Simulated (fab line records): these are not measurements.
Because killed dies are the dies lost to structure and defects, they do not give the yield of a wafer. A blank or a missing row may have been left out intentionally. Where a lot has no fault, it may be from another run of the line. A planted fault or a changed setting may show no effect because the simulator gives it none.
A struck lot beside a sound one :: flow sky130 :: 14 out of 708 route steps
Sound: these wafers, L670.1, L670.4, L670.5. Struck: wafers L667.2, L667.4, L667.6. At the end, the cause is stated.
For every step that has rows: the tool of each side, followed by ch and its chambers, followed by its first start. Under that, the readings that differ: sound wafers :: struck wafers :: difference of the means :: sigmas: that difference in standard deviations of wafers without a fault.
alike: words and numbers the same on both sides, and readings whose means are apart by under 2 such deviations; not compared: readings that were withheld, readings missing a value for some wafer, numbers with overlapping values and no deviation given by the record, and bounds like >300 which may hide the same value.
The two part at a step that has a row with sigmas, a row that says differs or no value, or rows on one side only. Numbers that have no deviation but don't overlap get no sigmas and don't part them. A reading that every wafer of one side lacks parts them only if that side has two wafers or more.

first, 1 step without rows for these wafers: SKY_VIA4_DEVELOP_10 (develop time 60 s).
SKY_VIA4_OVL_MEAS_11:
  sound on overlay-01 at day 47 20:32; struck on overlay-02 at day 47 00:06
  alike: VIA4_OVL
SKY_VIA4_ETCH_12: etches SiO2 in C4F8/O2/Ar, stops on TiN, target depth 580 nm.
  sound on rieDiel-04 ch 2,3, day 47 20:35; struck on rieDiel-04 ch 0,2,3, day 47 00:08
  alike: oesProductAu, rfFwdPowerW
then, 4 steps without rows for these wafers: SKY_VIA4_STRIP_13 (strips in O2/N2); SKY_VIA4_STRIP_14 (strips in post etch residue remover, time 1200 s); SKY_VIA4_CLEAN_15 (cleans in IPA, time 180 s); SKY_VIA4_CLEAN_16 (cleans in O3/DIW).
SKY_VIA4_SPUTTER_17: material TiN, target thk 20 nm, time 80 s.
  sound on pvdSputter-01 at day 47 21:15; struck on pvdSputter-03 at day 47 00:47
  alike: cathodeDcPowerW, chamberPressurePa, throttleValvePct
SKY_VIA4_CVD_18: deposits W, target thk 505 nm, time 152.14 s.
  sound on cvdW-02 ch 0,1, day 47 21:19; struck on cvdW-01 ch 0,1, day 47 00:52
  alike: heaterPowerW
SKY_VIA4_RS_MEAS_19: uses a four-point probe to measure.
  sound on filmMetro-04 at day 47 21:28; struck on filmMetro-04 at day 47 01:02
  alike: VIA4_W_RS
SKY_VIA4_THK_MEAS_20: measures by xrf.
  sound on filmMetro-04 at day 47 21:35; struck on filmMetro-04 at day 47 01:08
  alike: VIA4_W_THK
SKY_VIA4_CMP_21: polishes, stops on SiO2, t overpolish 25 s, target thk 0 nm.
  sound on cmp-02 ch 0,2,3, day 47 21:45; struck on cmp-02 ch 0,2,3, day 47 01:11
  alike: headPressurePsi, motorCurrentA, overpolishRunS, timeToEndpointS
SKY_METAL5_SPUTTER_00: material Ti, target thk 15 nm, time 10 s.
  sound on pvdSputter-02 at day 47 21:57; struck on pvdSputter-03 at day 47 01:29
  no value came back on the struck wafers for cathodeDcPowerW (W), chamberPressurePa (Pa), throttleValvePct (%); on the sound wafers cathodeDcPowerW (W) reads 2999.9 2999.8 3000.5
SKY_METAL5_SPUTTER_01: material TiN, target thk 20 nm, time 16.7 s.
  sound on pvdSputter-02 at day 47 21:58; struck on pvdSputter-03 at day 47 01:31
  alike: cathodeDcPowerW, chamberPressurePa, throttleValvePct

== WHERE THEY PART ==
Only at SKY_METAL5_SPUTTER_00, as far as this record shows. Later steps at which nothing parts them and some readings are alike: SKY_METAL5_SPUTTER_01.

WHY: whatever the simulator had introduced
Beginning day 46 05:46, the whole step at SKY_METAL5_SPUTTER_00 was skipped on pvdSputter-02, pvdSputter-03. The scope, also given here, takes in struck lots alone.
